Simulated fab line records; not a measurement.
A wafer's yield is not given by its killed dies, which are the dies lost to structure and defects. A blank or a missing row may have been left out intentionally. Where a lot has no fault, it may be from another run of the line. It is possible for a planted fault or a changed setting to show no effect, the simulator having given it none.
Which tool was responsible? / flow sky130 / 24 lots, 72 wafers sampled, at 3 steps of a route of 708

== WHAT THE GAUGES SHOWED, per wafer ==
SKY_CONTACT_RS_MEAS_25: measurement is done with a four-point probe. Usual: CONTACT_W_RS gives 0.340 ohm/sq (standard deviation 0.0035).
lot=L074; measured=day 31 07:32; on=film_metro-01; CONTACT_W_RS (ohm/sq)=0.334 0.334 0.337; flag=
lot=L075; measured=day 31 19:19; on=film_metro-01; CONTACT_W_RS (ohm/sq)=0.337 0.342 0.341; flag=
lot=L076; measured=day 32 01:28; on=film_metro-04; CONTACT_W_RS (ohm/sq)=0.336 0.344 0.341; flag=
lot=L077; measured=day 32 06:16; on=film_metro-03; CONTACT_W_RS (ohm/sq)=0.346 0.347 0.347; flag=
lot=L078; measured=day 32 13:43; on=film_metro-04; CONTACT_W_RS (ohm/sq)=0.336 0.338 0.341; flag=
lot=L079; measured=day 34 09:47; on=film_metro-04; CONTACT_W_RS (ohm/sq)=0.341 0.341 0.338; flag=
lot=L081; measured=day 34 12:34; on=film_metro-01; CONTACT_W_RS (ohm/sq)=0.335 0.337 0.338; flag=
lot=L082; measured=day 34 15:07; on=film_metro-03; CONTACT_W_RS (ohm/sq)=0.339 0.342 0.342; flag=
lot=L080; measured=day 34 11:41; on=film_metro-04; CONTACT_W_RS (ohm/sq)=0.343 0.339 0.343; flag=
lot=L083; measured=day 34 22:07; on=film_metro-04; CONTACT_W_RS (ohm/sq)=0.342 0.337 0.341; flag=
lot=L084; measured=day 34 18:34; on=film_metro-01; CONTACT_W_RS (ohm/sq)=0.337 0.341 0.334; flag=
lot=L085; measured=day 35 17:59; on=film_metro-01; CONTACT_W_RS (ohm/sq)=0.341 0.337 0.338; flag=
lot=L086; measured=day 35 10:37; on=film_metro-04; CONTACT_W_RS (ohm/sq)=0.342 0.343 0.346; flag=
lot=L087; measured=day 35 19:47; on=film_metro-03; CONTACT_W_RS (ohm/sq)=0.341 0.345 0.348; flag=
lot=L088; measured=day 36 12:32; on=film_metro-04; CONTACT_W_RS (ohm/sq)=0.339 0.338 0.335; flag=
lot=L089; measured=day 37 10:59; on=film_metro-03; CONTACT_W_RS (ohm/sq)=0.344 0.345 0.342; flag=
lot=L090; measured=day 38 00:11; on=film_metro-03; CONTACT_W_RS (ohm/sq)=0.340 0.336 0.341; flag=
lot=L091; measured=day 37 23:58; on=film_metro-01; CONTACT_W_RS (ohm/sq)=0.336 0.342 0.339; flag=
lot=L092; measured=day 37 22:54; on=film_metro-03; CONTACT_W_RS (ohm/sq)=0.347 0.347 0.343; flag=
lot=L093; measured=day 38 11:08; on=film_metro-03; CONTACT_W_RS (ohm/sq)=0.342 0.339 0.335; flag=
lot=L094; measured=day 38 16:04; on=film_metro-04; CONTACT_W_RS (ohm/sq)=0.338 0.338 0.344; flag=
lot=L095; measured=day 39 00:18; on=film_metro-01; CONTACT_W_RS (ohm/sq)=0.340 0.336 0.340; flag=
lot=L096; measured=day 39 00:40; on=film_metro-04; CONTACT_W_RS (ohm/sq)=0.339 0.343 0.341; flag=
lot=L097; measured=day 39 20:26; on=film_metro-03; CONTACT_W_RS (ohm/sq)=0.335 0.336 0.334; flag=

SKY_METAL1_RS_MEAS_05: measurement is done with a four-point probe. Usual: METAL1_ALCU_RS gives 0.1269 ohm/sq (standard deviation 0.0012).
lot=L074; measured=day 31 08:09; on=film_metro-01; METAL1_ALCU_RS (ohm/sq)=0.1281 0.1289 0.1291; flag=
lot=L075; measured=day 31 19:56; on=film_metro-03; METAL1_ALCU_RS (ohm/sq)=0.1275 0.1271 0.1268; flag=
lot=L076; measured=day 32 02:05; on=film_metro-01; METAL1_ALCU_RS (ohm/sq)=0.1293 0.1284 0.1283; flag=
lot=L077; measured=day 32 07:20; on=film_metro-01; METAL1_ALCU_RS (ohm/sq)=0.1265 0.1272 0.1274; flag=
lot=L078; measured=day 32 14:20; on=film_metro-02; METAL1_ALCU_RS (ohm/sq)=0.1284 0.1280 0.1288; flag=
lot=L079; measured=day 34 10:24; on=film_metro-01; METAL1_ALCU_RS (ohm/sq)=0.1267 0.1266 0.1275; flag=
lot=L081; measured=day 34 13:11; on=film_metro-02; METAL1_ALCU_RS (ohm/sq)=0.1250 0.1257 0.1252; flag=
lot=L082; measured=day 34 15:44; on=film_metro-01; METAL1_ALCU_RS (ohm/sq)=0.1282 0.1279 0.1283; flag=
lot=L080; measured=day 34 12:18; on=film_metro-03; METAL1_ALCU_RS (ohm/sq)=0.1259 0.1273 0.1265; flag=
lot=L083; measured=day 34 22:44; on=film_metro-03; METAL1_ALCU_RS (ohm/sq)=0.1272 0.1276 0.1301; flag=
lot=L084; measured=day 34 19:11; on=film_metro-01; METAL1_ALCU_RS (ohm/sq)=0.1259 0.1260 0.1262; flag=
lot=L085; measured=day 35 18:36; on=film_metro-02; METAL1_ALCU_RS (ohm/sq)=0.1269 0.1258 0.1254; flag=
lot=L086; measured=day 35 11:14; on=film_metro-03; METAL1_ALCU_RS (ohm/sq)=0.1271 0.1260 0.1253; flag=
lot=L087; measured=day 35 20:25; on=film_metro-01; METAL1_ALCU_RS (ohm/sq)=0.1260 0.1266 0.1250; flag=
lot=L088; measured=day 36 13:10; on=film_metro-01; METAL1_ALCU_RS (ohm/sq)=0.1262 0.1277 0.1260; flag=
lot=L089; measured=day 37 11:36; on=film_metro-01; METAL1_ALCU_RS (ohm/sq)=0.1263 0.1257 0.1259; flag=
lot=L090; measured=day 38 00:49; on=film_metro-02; METAL1_ALCU_RS (ohm/sq)=0.1257 0.1258 0.1250; flag=
lot=L091; measured=day 38 00:35; on=film_metro-03; METAL1_ALCU_RS (ohm/sq)=0.1275 0.1273 0.1281; flag=
lot=L092; measured=day 37 23:32; on=film_metro-03; METAL1_ALCU_RS (ohm/sq)=0.1266 0.1264 0.1265; flag=
lot=L093; measured=day 38 11:45; on=film_metro-03; METAL1_ALCU_RS (ohm/sq)=0.1271 0.1270 0.1283; flag=
lot=L094; measured=day 38 16:41; on=film_metro-02; METAL1_ALCU_RS (ohm/sq)=0.1260 0.1259 0.1273; flag=
lot=L095; measured=day 39 00:55; on=film_metro-02; METAL1_ALCU_RS (ohm/sq)=0.1287 0.1276 0.1284; flag=
lot=L096; measured=day 39 01:17; on=film_metro-01; METAL1_ALCU_RS (ohm/sq)=0.1271 0.1280 0.1275; flag=
lot=L097; measured=day 39 21:03; on=film_metro-01; METAL1_ALCU_RS (ohm/sq)=0.1265 0.1269 0.1272; flag=

== WHICH TOOL RAN EACH LOT (tool, then ch and the chambers of the sampled wafers, then the start) ==
lot=L074; SKY_FIELD_ISO_CMP_27=cmp-02 ch 0,2,3, day 2 10:40
lot=L075; SKY_FIELD_ISO_CMP_27=cmp-01 ch 0,1,2, day 2 18:25
lot=L076; SKY_FIELD_ISO_CMP_27=cmp-02 ch 0,2,3, day 2 21:38
lot=L077; SKY_FIELD_ISO_CMP_27=cmp-02 ch 0,1,3, day 3 00:29
lot=L078; SKY_FIELD_ISO_CMP_27=cmp-01 ch 1,2,3, day 3 06:32
lot=L079; SKY_FIELD_ISO_CMP_27=cmp-01 ch 0,1,2, day 4 06:38
lot=L081; SKY_FIELD_ISO_CMP_27=cmp-02 ch 0,2,3, day 4 07:59
lot=L082; SKY_FIELD_ISO_CMP_27=cmp-01 ch 1,2,3, day 4 08:16
lot=L080; SKY_FIELD_ISO_CMP_27=cmp-02 ch 0,2,3, day 4 08:17
lot=L083; SKY_FIELD_ISO_CMP_27=cmp-01 ch 1,2, day 4 13:47
lot=L084; SKY_FIELD_ISO_CMP_27=cmp-02 ch 2,3, day 4 16:47
lot=L085; SKY_FIELD_ISO_CMP_27=cmp-01 ch 0,1,2, day 5 00:38
lot=L086; SKY_FIELD_ISO_CMP_27=cmp-01 ch 0,1,3, day 5 02:02
lot=L087; SKY_FIELD_ISO_CMP_27=cmp-02 ch 1,2, day 5 05:12
lot=L088; SKY_FIELD_ISO_CMP_27=cmp-02 ch 0,1,3, day 5 14:22
lot=L089; SKY_FIELD_ISO_CMP_27=cmp-01 ch 1,2,3, day 6 01:32
lot=L090; SKY_FIELD_ISO_CMP_27=cmp-02 ch 2,3, day 6 11:16
lot=L091; SKY_FIELD_ISO_CMP_27=cmp-01 ch 0,1, day 6 11:19
lot=L092; SKY_FIELD_ISO_CMP_27=cmp-02 ch 0,1,2, day 6 11:34
lot=L093; SKY_FIELD_ISO_CMP_27=cmp-02 ch 0,2,3, day 6 22:32
lot=L094; SKY_FIELD_ISO_CMP_27=cmp-02 ch 0,1,3, day 7 05:26
lot=L095; SKY_FIELD_ISO_CMP_27=cmp-01 ch 0,1,3, day 7 09:34
lot=L096; SKY_FIELD_ISO_CMP_27=cmp-02 ch 0,1,3, day 7 09:37
lot=L097; SKY_FIELD_ISO_CMP_27=cmp-02 ch 0,1,3, day 7 14:25
- SKY_FIELD_ISO_CMP_27: polishes, stops on Si3N4, t overpolish 16 s, target thk 457.8 nm.

== WHAT THE TOOLS THEMSELVES READ (means of the sampled wafers that have a number; where no wafer has one, the mark that the record gives instead) ==
SKY_FIELD_ISO_CMP_27. Usual: motor_current_A 11.7 A, standard deviation 0.85; overpolish_run_s 15.999 s, standard deviation 0.0092; time_to_endpoint_s 113 s, standard deviation 4.5.
lot=L074; tool=cmp-02; motor_current_A (A)=11.7; overpolish_run_s (s)=16.000; time_to_endpoint_s (s)=109; flag=
lot=L075; tool=cmp-01; motor_current_A (A)=11.9; overpolish_run_s (s)=15.994; time_to_endpoint_s (s)=113; flag=
lot=L076; tool=cmp-02; motor_current_A (A)=11.5; overpolish_run_s (s)=16.009; time_to_endpoint_s (s)=111; flag=
lot=L077; tool=cmp-02; motor_current_A (A)=11.2; overpolish_run_s (s)=16.005; time_to_endpoint_s (s)=115; flag=
lot=L078; tool=cmp-01; motor_current_A (A)=12.1; overpolish_run_s (s)=15.997; time_to_endpoint_s (s)=116; flag=
lot=L079; tool=cmp-01; motor_current_A (A)=12.1; overpolish_run_s (s)=16.002; time_to_endpoint_s (s)=114; flag=
lot=L081; tool=cmp-02; motor_current_A (A)=11.7; overpolish_run_s (s)=15.997; time_to_endpoint_s (s)=118; flag=
lot=L082; tool=cmp-01; motor_current_A (A)=12.0; overpolish_run_s (s)=15.999; time_to_endpoint_s (s)=105; flag=
lot=L080; tool=cmp-02; motor_current_A (A)=11.5; overpolish_run_s (s)=15.998; time_to_endpoint_s (s)=113; flag=
lot=L083; tool=cmp-01; motor_current_A (A)=12.8; overpolish_run_s (s)=16.000; time_to_endpoint_s (s)=115; flag=
lot=L084; tool=cmp-02; motor_current_A (A)=11.9; overpolish_run_s (s)=16.005; time_to_endpoint_s (s)=113; flag=
lot=L085; tool=cmp-01; motor_current_A (A)=12.2; overpolish_run_s (s)=16.006; time_to_endpoint_s (s)=107; flag=
lot=L086; tool=cmp-01; motor_current_A (A)=11.6; overpolish_run_s (s)=15.998; time_to_endpoint_s (s)=109; flag=
lot=L087; tool=cmp-02; motor_current_A (A)=11.8; overpolish_run_s (s)=15.996; time_to_endpoint_s (s)=119; flag=
lot=L088; tool=cmp-02; motor_current_A (A)=11.5; overpolish_run_s (s)=16.010; time_to_endpoint_s (s)=116; flag=
lot=L089; tool=cmp-01; motor_current_A (A)=11.6; overpolish_run_s (s)=16.001; time_to_endpoint_s (s)=113; flag=
lot=L090; tool=cmp-02; motor_current_A (A)=11.8; overpolish_run_s (s)=15.996; time_to_endpoint_s (s)=117; flag=
lot=L091; tool=cmp-01; motor_current_A (A)=12.1; overpolish_run_s (s)=15.993; time_to_endpoint_s (s)=107; flag=
lot=L092; tool=cmp-02; motor_current_A (A)=11.6; overpolish_run_s (s)=15.996; time_to_endpoint_s (s)=114; flag=
lot=L093; tool=cmp-02; motor_current_A (A)=11.4; overpolish_run_s (s)=16.000; time_to_endpoint_s (s)=122; flag=
lot=L094; tool=cmp-02; motor_current_A (A)=11.6; overpolish_run_s (s)=16.001; time_to_endpoint_s (s)=118; flag=
lot=L095; tool=cmp-01; motor_current_A (A)=11.6; overpolish_run_s (s)=15.994; time_to_endpoint_s (s)=107; flag=
lot=L096; tool=cmp-02; motor_current_A (A)=11.0; overpolish_run_s (s)=16.002; time_to_endpoint_s (s)=117; flag=
lot=L097; tool=cmp-02; motor_current_A (A)=11.4; overpolish_run_s (s)=15.996; time_to_endpoint_s (s)=112; flag=

== THE ANSWER, worked out from the rows above alone ==
Rule: lot off if the mean of its wafers having a number is beyond 3 standard deviations from the usual mean. A lot without any number at a reading at which 4 lots or more have one is off too. Where the step has rows for the other lots, those lots are counted as sound. First the gauges in route order, then the tools' own readings, where a lot's mean is used as printed above. At the first step where some lot is off, the reading lying furthest off is the one used; lots without a number count as furthest.
Across all readings shown, no lot is off: no conclusion can be drawn from this.

== WHAT WAS PUT IN BY THE SIMULATOR ==
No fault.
